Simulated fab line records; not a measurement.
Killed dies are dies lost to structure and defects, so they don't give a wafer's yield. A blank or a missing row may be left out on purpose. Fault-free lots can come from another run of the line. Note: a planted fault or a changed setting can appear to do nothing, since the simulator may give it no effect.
Problem report, 8D (eight disciplines) form, completed by code || flow sfq-line || the parts of the form that need people (team, actions taken, sign-off) are left out

1. THE PROBLEM
Wafers without a fault read 138.9 s, standard deviation 0.44; run-length-s at SFQ_TRILAYER_I4_DEP_PECVD_099 reads a mean of 134.0 s on 3 wafers belonging to 2 lots. Measured from the usual mean, that is -11 standard deviations.
The step: deposits SiO2 from SiH4/N2O, time 111.11 s, target thk 500 nm.
The first sign was on wafer L668.1 at day 47 10:17, on pecvd-04. The record has a number at this step for 40 wafers belonging to 14 lots. By rule, "out" or "out of limits" means more than 4 standard deviations away from the usual mean. The rest of the wafers with a number are treated as sound.

2. WHAT IT IS AND WHAT IT IS NOT
{"question": "which readings at this step", "is": "run-length-s", "is not": "heater-power-w, throttle-valve-pct"}
{"question": "which lots", "is": "L668, L669", "is not": "L656, L657, L658, L659, L660, L661, L662, L673, L676, L677, L678, L679"}
{"question": "which wafers of those lots", "is": "L668.1, L669.1, L669.5", "is not": "L668.3"}
{"question": "read on which tools", "is": "pecvd-04", "is not": "pecvd-01, pecvd-03"}
{"question": "when", "is": "from day 47 10:17", "is not": "up to then (22 sound wafers); but 15 sound wafers of L673, L676, L677, L678, L679 came after"}

3. WHAT RULES OUT EACH SUSPECT
Counting: if a tool at a process step up to the reading ran every lot that is out, it stays a suspect. Sound lots after the first of them don't rule it out here, since some wafers of a struck lot are sound.
- pecvd-04 at SFQ_TRILAYER_I4_DEP_PECVD_099 (deposits SiO2 from SiH4/N2O, time 111.11 s, target thk 500 nm): kept. Every lot that is out went through it, the first being L668 (day 47 10:17); the last sound lot it ran before that was L661 (day 43 06:43). Its own run-length-s readings are out on those wafers.
Left after counting: pecvd-04 at SFQ_TRILAYER_I4_DEP_PECVD_099.

4. THE CAUSE (what the simulator had put in)
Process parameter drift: pecvd-04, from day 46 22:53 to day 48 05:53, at SFQ_TRILAYER_I4_DEP_PECVD_099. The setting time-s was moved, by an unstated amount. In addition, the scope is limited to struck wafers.
Only this tool survived the counting.

5. THE EFFECT CHAIN, in route order
Each row: a reading where the mean over the struck wafers with a number is more than 3 standard deviations away from the usual. Readings are gone through only where the record gives a usual standard deviation; hours: the median, over the lots, of the time from a lot's start at the first step in this table giving one to that lot's start at this step; sigmas: the change measured in usual standard deviations.
{"hours": 0, "step": "SFQ_TRILAYER_I4_DEP_PECVD_099", "reading": "run-length-s", "usual": "138.9 s", "on struck wafers": 134.0, "change": -4.9, "sigmas": -11}
Process steps it contains:
- SFQ_TRILAYER_I4_DEP_PECVD_099: deposits SiO2 from SiH4/N2O, time 111.11 s, target thk 500 nm.

6. HOW IT WOULD HAVE BEEN CAUGHT EARLIER
In this record no reading fell out of limits until day 47 10:17, 11 hours after the fault had begun at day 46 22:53.
